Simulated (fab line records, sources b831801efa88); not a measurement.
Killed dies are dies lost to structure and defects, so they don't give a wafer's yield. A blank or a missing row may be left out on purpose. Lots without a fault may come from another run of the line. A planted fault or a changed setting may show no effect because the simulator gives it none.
fab line records | flow sky130
record lots=6 wafers=18 last_day=50
route steps=708 shown METAL4@600 CAP2M@603 PAD_OPEN@708
lots that met no fault: from a run of the same line without faults
start_h: hours from the record's first day to the start of the lot's first wafer shown | wait_h: hours since the lot's step before | " the same as in the row above | L1.1+2: a row that stands for several wafers | - no value, or no start given | * or withheld: withheld | < > ~ a bound
route shown NAME@n: a module of which the file shows steps, and the number in the route of the first | usual: mean/standard deviation of fault-free wafers | same: alike in all rows | chamber/n: place in a boat | sites: the reading at each site | _std_site: their standard deviation | _edge_site: outer sites' mean less inner sites' | radius_mm: how far each site lies from the wafer's centre | mask NAME#n: copy n | behind: the tool/chamber that last shaped the wafer | hold: why the lot was held/for how many hours/how that ended | device: the transistor (n, p or np) that didn't switch | end of line: the same wafers' tests at the end of the route | a step without rows: its recipe alone | killed: dies lost to structure and defects at the first sort, not the wafer's yield | map: a wafer's dies, x killed, . not, _ none there
set.NAME: the setting as run; set.NAME@STEP: as run at that earlier step | model.NAME: the simulator's own value behind a step, which no gauge read
lots at some steps of the route; a table a step, a row a wafer
services: from which hour (start_h, from the record's first day; less than 0 if before it) a tool's chamber was out of use, for how many hours, and why
## steps
# step SKY_METAL4_SPUTTER_02
# recipe material=AlCu target_thk_nm=735 power_w=10600 time_s=39.1 chamber_pressure_pa=0.4
# usual throttle_valve_pct=29.9/0.99
# columns lot.wafer tool chamber start_h wait_h throttle_valve_pct
L596.2 pvd_sputter-04 - 932.98 0.0 30.3
L596.4 " - " " 30.2
L596.5 " - " " 30.2
L598.4 pvd_sputter-02 - 961.95 0.0 28.0
L598.5 " - " " 30.6
L598.6 " - " " 29.9
L599.3 pvd_sputter-04 - 963.10 0.0 28.6
L599.4 " - " " 30.3
L599.6 " - " " 29.5
L605.1 pvd_sputter-04 - 1000.78 0.0 30.4
L605.2 " - " " 28.7
L605.5 " - " " 29.5
L609.1 pvd_sputter-02 - 1029.56 0.0 30.2
L609.2 " - " " 30.0
L609.5 " - " " 30.8
L616.3 pvd_sputter-04 - 1068.42 0.0 30.2
L616.5 " - " " 30.4
L616.6 " - " " 30.3
# step SKY_METAL4_SPUTTER_03
# recipe material=Ti target_thk_nm=5 power_w=3000 time_s=3.3 chamber_pressure_pa=0.4
# step SKY_METAL4_SPUTTER_04
# recipe material=TiN target_thk_nm=70 power_w=6500 time_s=58.3 chamber_pressure_pa=0.4
# usual throttle_valve_pct=29.8/0.99
# columns lot.wafer tool chamber start_h wait_h throttle_valve_pct
L596.2 pvd_sputter-04 - 933.04 0.0 30.2
L596.4 " - " " 30.4
L596.5 " - " " 30.5
L598.4 pvd_sputter-02 - 962.00 0.0 27.8
L598.5 " - " " 30.3
L598.6 " - " " 29.9
L599.3 pvd_sputter-04 - 963.15 0.0 28.0
L599.4 " - " " 30.2
L599.6 " - " " 29.5
L605.1 pvd_sputter-04 - 1000.83 0.0 30.3
L605.2 " - " " 28.5
L605.5 " - " " 29.3
L609.1 pvd_sputter-02 - 1029.61 0.0 30.2
L609.2 " - " " 30.2
L609.5 " - " " 30.5
L616.3 pvd_sputter-04 - 1068.48 0.0 30.2
L616.5 " - " " 30.4
L616.6 " - " " 30.1
# step SKY_CAP2M_CVD_00
# recipe material=SiO2 target_thk_nm=15.5 temp_c=400 time_s=withheld rf_w=450
# usual heater_power_w=709/110
# columns lot.wafer tool chamber start_h wait_h heater_power_w
L596.2 pecvd-03 1 933.09 0.0 609
L596.4 " 0 " " 503
L596.5 " 2 " " 876
L598.4 pecvd-01 2 962.06 0.0 709
L598.5 " 0 " " 708
L598.6 " 1 " " 741
L599.3 pecvd-03 0 963.20 0.0 509
L599.4 " 1 " " 535
L599.6 " 0 " " 517
L605.1 pecvd-03 0 1000.88 0.0 514
L605.2 " 2 " " 867
L605.5 " 1 " " 697
L609.1 pecvd-01 2 1029.66 0.0 682
L609.2 " 0 " " 756
L609.5 " 1 " " 640
L616.3 pecvd-01 1 1068.53 0.0 711
L616.5 " 2 " " 748
L616.6 " 0 " " 727
# step SKY_CAP2M_THK_MEAS_01
# recipe reads=SiO2_of_CAP2M_CVD_00
# usual CAP2M_CVD_00_THK=15.49/0.25
# columns lot.wafer tool chamber start_h wait_h CAP2M_CVD_00_THK[nm]
L596.2 film_metro-03 - 933.12 - 15.43
L596.4 " - " " 15.62
L596.5 " - " " 15.34
L598.4 film_metro-02 - 962.10 - 15.56
L598.5 " - " " 15.43
L598.6 " - " " 15.79
L599.3 film_metro-02 - 963.24 - 15.58
L599.4 " - " " 15.87
L599.6 " - " " 15.88
L605.1 film_metro-02 - 1000.90 - 15.35
L605.2 " - " " 14.96
L605.5 " - " " 15.62
L609.1 film_metro-02 - 1029.69 - 15.46
L609.2 " - " " 15.27
L609.5 " - " " 15.89
L616.3 film_metro-01 - 1068.57 - 15.33
L616.5 " - " " 15.38
L616.6 " - " " 15.28
# step SKY_CAP2M_SPUTTER_02
# recipe material=TiN target_thk_nm=200 temp_c=300 power_w=6500 time_s=166.7 chamber_pressure_pa=0.4
# usual throttle_valve_pct=29.9/1.1
# columns lot.wafer tool chamber start_h wait_h throttle_valve_pct
L596.2 pvd_sputter-02 - 933.17 0.0 30.4
L596.4 " - " " 28.0
L596.5 " - " " 30.2
L598.4 pvd_sputter-04 - 962.13 0.0 28.5
L598.5 " - " " 29.2
L598.6 " - " " 30.3
L599.3 pvd_sputter-02 - 963.28 0.0 28.1
L599.4 " - " " 30.0
L599.6 " - " " 30.0
L605.1 pvd_sputter-03 - 1000.96 0.1 31.6
L605.2 " - " " 28.8
L605.5 " - " " 31.1
L609.1 pvd_sputter-04 - 1029.75 0.1 30.6
L609.2 " - " " 28.3
L609.5 " - " " 30.1
L616.3 pvd_sputter-03 - 1068.61 0.0 28.8
L616.5 " - " " 29.0
L616.6 " - " " 29.7
# step SKY_CAP2M_RS_MEAS_03
# recipe thk_meas_gauge=four-point-probe reads=TiN_of_CAP2M_SPUTTER_02
# usual CAP2M_TIN_RS=6.91/0.065
# columns lot.wafer tool chamber start_h wait_h CAP2M_TIN_RS[ohm/sq]
L596.2 film_metro-03 - 933.30 0.1 7.07
L596.4 " - " " 6.94
L596.5 " - " " 6.93
L598.4 film_metro-01 - 962.30 0.1 6.84
L598.5 " - " " 6.83
L598.6 " - " " 6.86
L599.3 film_metro-03 - 963.43 0.1 6.86
L599.4 " - " " 6.89
L599.6 " - " " 6.95
L605.1 film_metro-01 - 1001.07 0.1 6.92
L605.2 " - " " 7.00
L605.5 " - " " 6.97
L609.1 film_metro-01 - 1029.85 0.1 6.89
L609.2 " - " " 6.89
L609.5 " - " " 6.91
L616.3 film_metro-01 - 1068.76 0.1 6.92
L616.5 " - " " 6.94
L616.6 " - " " 6.85
# step SKY_CAP2M_THK_MEAS_04
# recipe thk_meas_gauge=xrf reads=TiN_of_CAP2M_SPUTTER_02
# usual CAP2M_TIN_THK=202.2/2.1
# columns lot.wafer tool chamber start_h wait_h CAP2M_TIN_THK[nm]
L596.2 film_metro-03 - 933.41 0.1 198.2
L596.4 " - " " 200.9
L596.5 " - " " 201.6
L598.4 film_metro-01 - 962.39 0.1 202.8
L598.5 " - " " 203.1
L598.6 " - " " 202.4
L599.3 film_metro-03 - 963.53 0.1 204.5
L599.4 " - " " 203.9
L599.6 " - " " 201.9
L605.1 film_metro-01 - 1001.19 0.1 200.0
L605.2 " - " " 198.0
L605.5 " - " " 199.6
L609.1 film_metro-01 - 1029.97 0.1 203.8
L609.2 " - " " 204.2
L609.5 " - " " 202.2
L616.3 film_metro-01 - 1068.86 0.1 202.2
L616.5 " - " " 201.3
L616.6 " - " " 204.2
# step SKY_CAP2M_DEHYDRATE_05
# recipe temp_c=200 time_s=60
# step SKY_CAP2M_HMDS_06
# recipe prime_time_s=60 prime_temp_c=120
# step SKY_CAP2M_COAT_07
# recipe resist=NOVOLAK spin_rpm=3000 resist_thk_nm=1140
# step SKY_CAP2M_SOFTBAKE_08
# recipe temp_c=90 time_s=60 resist=NOVOLAK
# step SKY_CAP2M_EXPOSE_09
# recipe mask_id=CAP2M na=0.6 source_shape=conventional sigma_outer=0.6 polarization=unpolarized target_cd_nm=1000 dose_mj=159
# usual exposure_dose_mJ_cm2=159.05/0.16 reticle_temp_C=23.00/0.097
# same sigma_outer=0.6
# columns lot.wafer tool chamber start_h wait_h mask exposure_dose_mJ_cm2 reticle_temp_C
L596.2 iline_stepper-01 0 945.09 - CAP2M#0 158.94 22.98
L596.4 " 0 " " CAP2M#0 158.99 23.02
L596.5 " 0 " " CAP2M#0 159.13 22.90
L598.4 iline_stepper-01 0 974.89 - CAP2M#0 174.84 22.96
L598.5 " 0 " " CAP2M#0 175.00 22.84
L598.6 " 0 " " CAP2M#0 175.14 23.02
L599.3 iline_stepper-01 0 975.46 - CAP2M#0 175.14 23.09
L599.4 " 0 " " CAP2M#0 175.27 23.10
L599.6 " 0 " " CAP2M#0 175.02 22.99
L605.1 iline_stepper-02 0 1012.86 - CAP2M#0 159.11 22.91
L605.2 " 0 " " CAP2M#0 159.27 23.04
L605.5 " 0 " " CAP2M#0 159.10 23.15
L609.1 iline_stepper-02 0 1040.74 - CAP2M#0 158.80 23.02
L609.2 " 0 " " CAP2M#0 158.98 22.89
L609.5 " 0 " " CAP2M#0 159.03 22.87
L616.3 iline_stepper-02 0 1079.42 - CAP2M#0 158.78 22.91
L616.5 " 0 " " CAP2M#0 158.97 23.21
L616.6 " 0 " " CAP2M#0 159.02 23.06
# step SKY_CAP2M_PEB_10
# recipe temp_c=withheld time_s=* resist=NOVOLAK
# step SKY_CAP2M_DEVELOP_11
# recipe resist=NOVOLAK developer=TMAH develop_time_s=60 dev_temp_c=23
# step SKY_CAP2M_OVL_MEAS_12
# usual CAP2M_OVL=-0.6/2
# columns lot.wafer tool chamber start_h wait_h CAP2M_OVL[nm]
L596.2 overlay-01 - 956.67 0.1 0.6
L596.4 " - " " 2.7
L596.5 " - " " 0.9
L598.4 overlay-01 - 985.84 0.1 1.5
L598.5 " - " " 1.1
L598.6 " - " " 2.4
L599.3 overlay-01 - 987.12 0.1 2.6
L599.4 " - " " 0.9
L599.6 " - " " 2.4
L605.1 overlay-01 - 1024.06 0.1 -1.2
L605.2 " - " " -2.0
L605.5 " - " " 0.8
L609.1 overlay-01 - 1051.06 0.1 -1.9
L609.2 " - " " -2.3
L609.5 " - " " -0.3
L616.3 overlay-02 - 1089.35 0.1 -3.8
L616.5 " - " " -1.9
L616.6 " - " " -3.4
# step SKY_CAP2M_METAL_ETCH_13
# recipe target_depth_nm=220 stop_on=SiO2 chemistry=Cl2/BCl3 target=TiN pressure_mtorr=10 icp_w=900 bias_w=48.5 Cl2_flow_sccm=60 bcl3_flow_sccm=30 time_s=62.9
# usual drypump_motor_current_A=5.80/0.25 oes_product_au=0.942/0.0071 throttle_valve_pct=21.903/0.011
# columns lot.wafer tool chamber start_h wait_h drypump_motor_current_A oes_product_au rf_hours_counter_h throttle_valve_pct model.CAP2M.cd_nm
L596.2 rie_metal-01 0 956.70 0.0 6.12 0.938 14 21.918 1004
L596.4 " 0 " " 6.13 0.938 - 21.915 1003
L596.5 " 1 " " 5.73 0.935 - 21.898 1002
L598.4 rie_metal-03 0 985.88 0.0 5.84 0.947 - 21.910 969.5
L598.5 " 0 " " 5.85 0.958 - 21.892 969
L598.6 " 1 " " 5.40 0.952 - 21.892 972.4
L599.3 rie_metal-01 1 987.17 0.0 5.73 0.941 - 21.891 972.1
L599.4 " 0 " " 6.10 0.949 - 21.902 970.9
L599.6 " 1 " " 5.75 0.940 - 21.891 969.9
L605.1 rie_metal-03 0 1024.10 0.0 5.84 0.949 12 21.906 1001
L605.2 " 1 " " 5.38 0.944 17 21.903 1002
L605.5 " 1 " " 5.40 0.945 - 21.929 999.5
L609.1 rie_metal-01 0 1051.10 0.0 6.12 0.945 20 21.888 996.6
L609.2 " 1 " " 5.75 0.953 17 21.913 998.5
L609.5 " 0 " " 6.08 0.947 - 21.908 998.1
L616.3 rie_metal-04 0 1089.40 0.0 6.05 0.940 - 21.901 994.2
L616.5 " 1 " " 5.83 0.935 - 21.892 998.1
L616.6 " 0 " " 6.03 0.943 - 21.896 993.8
# step SKY_CAP2M_STRIP_14
# recipe chemistry=O2/N2 power_w=1400 pressure_mtorr=1500 platen_temp_c=withheld o2_flow_sccm=3000 n2_flow_sccm=300 overash_fraction=0.5
# usual drypump_motor_current_A=5.7/0.48 o2_flow_sccm=3000/10 oes_product_au=0.711/0.0048 strip_time_to_endpoint_s=12.65/0.057
# columns lot.wafer tool chamber start_h wait_h drypump_motor_current_A o2_flow_sccm oes_product_au rf_hours_counter_h strip_time_to_endpoint_s
L596.2 plasma_asher-02 1 956.78 0.1 5.8 2987 0.712 81 12.54
L596.4 " 0 " " 4.8 2983 0.714 - 12.58
L596.5 " 1 " " 5.8 3001 0.724 - 12.60
L598.4 plasma_asher-04 1 985.96 0.1 5.9 3015 0.709 - 12.66
L598.5 " 0 " " 6.0 3011 0.714 - 12.66
L598.6 " 1 " " 5.9 3008 0.708 - 12.71
L599.3 plasma_asher-04 1 987.26 0.1 5.9 2992 0.712 - 12.67
L599.4 " 0 " " 6.0 2979 0.699 - 12.55
L599.6 " 1 " " 5.9 2990 0.709 - 12.63
L605.1 plasma_asher-01 1 1024.17 0.1 5.6 3001 0.713 122 12.69
L605.2 " 0 " " 6.3 3007 0.714 122 12.66
L605.5 " 0 " " 6.3 2997 0.706 - 12.69
L609.1 plasma_asher-04 1 1051.17 0.1 6.0 2995 0.710 64 12.57
L609.2 " 0 " " 6.0 2991 0.704 64 12.66
L609.5 " 1 " " 5.9 2999 0.710 - 12.58
L616.3 plasma_asher-02 0 1089.49 0.1 4.8 2992 0.708 - 12.76
L616.5 " 0 " " 4.8 2984 0.716 - 12.74
L616.6 " 1 " " 5.8 2995 0.714 - 12.72
# step SKY_PAD_OPEN_PROBE_99
# usual defect_limited_yield=82.7/2.1 killed_at_M0_to_M3=43/7.2 killed_at_M4_up=3.2/1.8 killed_at_contacts=23/5.6 killed_at_front_end=15/4.6 killed_at_other=0.3/0.71 killed_dies=85/10 killed_on_rim=16/4.1 killed_open=46/7.8 killed_short=38/6.5 sort_bin_3_pad_short=0.8/0.38 sort_bin_5_function=10.2/1.5 sort_bin_6_memory=6.3/1.2 sort_n_pass=407/10 sort_yield_pct=82.7/2.1
# same gross_dies=492 killed_at_back_side=0 sort_bin_4_leakage[%]=0 sort_bin_8_speed[%]=0
# columns lot.wafer tool chamber start_h wait_h defect_limited_yield[%] killed_at_M0_to_M3 killed_at_M4_up killed_at_contacts killed_at_front_end killed_at_other killed_dies killed_on_rim killed_open killed_short sort_bin_3_pad_short[%] sort_bin_5_function[%] sort_bin_6_memory[%] sort_n_pass sort_yield_pct[%]
L596.2 prober-02 - 1077.19 0.1 83.3 43 4 17 13 5 82 16 37 42 0.8 10.4 5.5 410 83.3
L596.4 prober-02 - 1077.29 0.2 84.3 43 1 17 15 1 77 19 43 33 0.2 9.6 5.9 415 84.3
L596.5 prober-02 - 1077.34 0.2 79.5 51 4 27 19 0 101 23 53 46 1.4 10.4 8.7 391 79.5
L598.4 prober-02 - 1103.06 0.2 82.3 57 5 19 6 0 87 19 44 43 0.6 11.2 5.9 405 82.3
L598.6 prober-02 - 1103.16 0.2 88.4 37 2 12 6 0 57 11 34 23 0.4 7.1 4.1 435 88.4
L599.3 prober-02 - 1103.94 0.2 81.9 48 5 20 16 0 89 22 52 36 0.8 11.2 6.1 403 81.9
L599.4 prober-02 - 1103.99 0.2 82.3 44 4 20 19 0 87 15 49 37 0.6 10.6 6.5 405 82.3
L599.6 prober-02 - 1104.09 0.2 82.1 54 2 20 12 0 88 15 49 39 0.8 10.0 7.1 404 82.1
L605.1 prober-01 - 1134.85 0.1 80.7 38 3 32 20 2 95 19 58 35 0.4 11.4 7.5 397 80.7
L605.2 prober-01 - 1134.90 0.1 81.9 33 4 31 20 1 89 15 51 37 0.8 10.0 7.3 403 81.9
L605.5 prober-01 - 1135.05 0.2 80.3 48 3 29 16 1 97 21 58 38 0.6 13.6 5.5 395 80.3
L609.1 prober-01 - 1156.94 0.1 81.3 51 0 29 12 0 92 28 55 36 1.0 11.0 6.7 400 81.3
L609.2 prober-01 - 1156.99 0.1 82.3 53 3 15 16 0 87 19 34 53 1.0 11.6 5.1 405 82.3
L609.5 prober-01 - 1157.14 0.2 81.9 44 4 32 8 1 89 16 51 38 0.8 10.4 6.9 403 81.9
L616.3 prober-02 - 1189.26 0.2 82.3 44 1 22 20 0 87 20 44 43 0.4 10.4 6.9 405 82.3
L616.5 prober-02 - 1189.36 0.2 85.6 37 2 19 13 0 71 17 37 34 0.2 11.0 3.3 421 85.6
L616.6 prober-02 - 1189.41 0.2 85.8 34 3 16 17 0 70 13 29 41 0.6 8.9 4.7 422 85.8
# killed by level:class
L596.2 METAL3:geometric_particle:short=6 VIA1:geometric_particle:open=6 METAL2:geometric_particle:short=6 CONTACT:geometric_particle:open=5 LI_CONTACT:geometric_particle:open=5 VIA2:geometric_particle:open=5 METAL1:geometric_particle:short=5 POLY_GATE:geometric_particle:open=4
L596.4 VIA1:geometric_particle:open=9 VIA3:geometric_particle:open=7 POLY_GATE:geometric_particle:open=6 METAL2:geometric_particle:short=6 LI_CONTACT:geometric_particle:open=5 CONTACT:geometric_particle:open=5 FIELD_ISO:geometric_particle:short=4 METAL1:geometric_particle:short=4
L596.5 VIA1:geometric_particle:open=10 CONTACT:geometric_particle:open=9 VIA2:geometric_particle:open=8 FIELD_ISO:geometric_particle:short=7 VIA3:geometric_particle:open=7 LI_CONTACT:geometric_particle:open=6 METAL1:geometric_particle:short=6 METAL3:geometric_particle:short=6
L598.4 VIA3:geometric_particle:open=11 LI_CONTACT:geometric_particle:open=8 VIA1:geometric_particle:open=7 VIA2:geometric_particle:open=7 VIA2:geometric_particle:short=7 VIA3:geometric_particle:short=5 METAL3:geometric_particle:short=5 METAL2:geometric_particle:short=5
L598.6 VIA2:geometric_particle:open=8 VIA1:geometric_particle:open=6 LI_CONTACT:geometric_particle:open=5 METAL1:geometric_particle:short=5 CONTACT:geometric_particle:open=4 VIA1:geometric_particle:short=4 METAL2:geometric_particle:short=3 METAL3:geometric_particle:short=3
L599.3 CONTACT:geometric_particle:open=10 VIA3:geometric_particle:open=9 VIA1:geometric_particle:open=8 METAL2:geometric_particle:short=8 METAL2:geometric_particle:open=6 LI_CONTACT:geometric_particle:open=4 VIA2:geometric_particle:open=4 METAL3:geometric_particle:short=4
L599.4 METAL2:geometric_particle:short=12 VIA1:geometric_particle:open=11 LI_CONTACT:geometric_particle:open=7 FIELD_ISO:geometric_particle:open=6 CONTACT:geometric_particle:open=6 POLY_GATE:geometric_particle:open=5 METAL1:geometric_particle:short=5 CONTACT:geometric_particle:short=4
L599.6 VIA3:geometric_particle:open=11 VIA2:geometric_particle:open=9 VIA1:geometric_particle:open=8 LI_CONTACT:geometric_particle:open=7 METAL2:geometric_particle:short=7 METAL1:geometric_particle:short=6 CONTACT:geometric_particle:short=6 CONTACT:geometric_particle:open=5
L605.1 CONTACT:geometric_particle:open=12 POLY_GATE:geometric_particle:open=9 VIA1:geometric_particle:open=8 LI_CONTACT:geometric_particle:open=7 LOCAL_INTERCONNECT:geometric_particle:short=5 CONTACT:geometric_particle:short=5 VIA1:geometric_particle:short=4 METAL2:geometric_particle:open=4
L605.2 LI_CONTACT:geometric_particle:open=9 CONTACT:geometric_particle:open=9 VIA1:geometric_particle:open=9 VIA3:geometric_particle:open=7 CONTACT:geometric_particle:short=7 FIELD_ISO:geometric_particle:short=6 FIELD_ISO:geometric_particle:open=5 POLY_GATE:geometric_particle:open=5
L605.5 VIA1:geometric_particle:open=10 CONTACT:geometric_particle:open=9 VIA3:geometric_particle:open=8 CONTACT:geometric_particle:short=7 VIA2:geometric_particle:open=6 LI_CONTACT:geometric_particle:open=5 METAL2:geometric_particle:short=5 FIELD_ISO:geometric_particle:short=4
L609.1 CONTACT:geometric_particle:open=13 VIA2:geometric_particle:open=9 VIA1:geometric_particle:open=8 CONTACT:geometric_particle:short=7 VIA3:geometric_particle:open=7 VIA1:geometric_particle:short=6 LI_CONTACT:geometric_particle:open=6 METAL1:geometric_particle:short=5
L609.2 VIA3:geometric_particle:open=10 VIA1:geometric_particle:short=9 VIA1:geometric_particle:open=8 FIELD_ISO:geometric_particle:short=6 METAL1:geometric_particle:short=6 LOCAL_INTERCONNECT:geometric_particle:short=5 METAL2:geometric_particle:short=5 VIA3:geometric_particle:short=5
L609.5 CONTACT:geometric_particle:open=15 VIA1:geometric_particle:open=13 VIA2:geometric_particle:open=8 LOCAL_INTERCONNECT:geometric_particle:short=7 LI_CONTACT:geometric_particle:open=5 VIA1:geometric_particle:short=5 METAL2:geometric_particle:short=5 METAL1:geometric_particle:short=4
L616.3 VIA1:geometric_particle:open=10 CONTACT:geometric_particle:open=8 FIELD_ISO:geometric_particle:open=5 LI_CONTACT:geometric_particle:open=5 VIA3:geometric_particle:short=5 METAL1:geometric_particle:short=5 VIA2:geometric_particle:open=5 METAL2:geometric_particle:short=5
L616.5 CONTACT:geometric_particle:open=7 METAL1:geometric_particle:short=7 LI_CONTACT:geometric_particle:open=6 VIA1:geometric_particle:open=6 VIA3:geometric_particle:open=6 POLY_GATE:geometric_particle:open=4 LOCAL_INTERCONNECT:geometric_particle:short=4 METAL2:geometric_particle:short=4
L616.6 METAL1:geometric_particle:short=9 METAL2:geometric_particle:short=9 CONTACT:geometric_particle:open=8 FIELD_ISO:geometric_particle:short=6 POLY_GATE:geometric_particle:open=4 CONTACT:geometric_particle:short=4 VIA3:geometric_particle:open=4 POLY_GATE:geometric_particle:short=3
## services
# columns tool chamber start_h hours kind
rie_metal-01 - 911.56 2.8 pm
pecvd-01 - 911.81 6.0 pm
pecvd-01 - 923.31 0.4 repair
pvd_sputter-03 - 924.54 0.7 repair
plasma_asher-02 - 929.35 5.5 repair
pecvd-03 - 938.06 2.8 pm
pvd_sputter-04 - 939.48 7.5 repair
pvd_sputter-03 - 953.60 6.0 repair
pvd_sputter-03 - 954.75 1.9 repair
rie_metal-01 0 970.21 5.3 repair
iline_stepper-02 - 971.74 4.5 repair
iline_stepper-01 - 977.26 4.4 pm
plasma_asher-04 - 977.56 0.6 repair
rie_metal-04 0 983.04 1.4 repair
plasma_asher-02 - 985.82 14.6 pm
iline_stepper-01 - 1012.69 1.7 pm
rie_metal-01 1 1027.81 12.4 repair
iline_stepper-02 - 1041.93 1.7 pm
pvd_sputter-02 - 1047.64 4.9 repair
rie_metal-01 - 1050.84 0.1 repair
plasma_asher-01 - 1055.25 9.0 pm
pecvd-03 - 1056.10 6.0 pm
pecvd-03 0 1065.28 4.6 repair
pvd_sputter-03 - 1085.15 4.0 repair
## key
first_sign step=SKY_CAP2M_EXPOSE_09 reading=exposure_dose_mJ_cm2 direction=up sigmas=99+ usual=* struck=*
effect none on later readings
model_effect step=SKY_CAP2M_METAL_ETCH_13 value=CAP2M.cd_nm without=997.8 struck=970.6
met_at SKY_CAP2M_EXPOSE_09
struck_wafers L598.4,L598.5,L598.6,L599.3,L599.4,L599.6
rows_end L598.5
onset_between 945.09 974.89
fault kind=process_parameter_drift tool=iline_stepper-01 chamber=- onset_h=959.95 steps=SKY_CAP2M_EXPOSE_09 channel=dose_mj offset=15.84 shape=step acts_in=these_recipes_only stated=159
# rows_end: these wafers met a further fault down the route, and their rows from its step on are left out
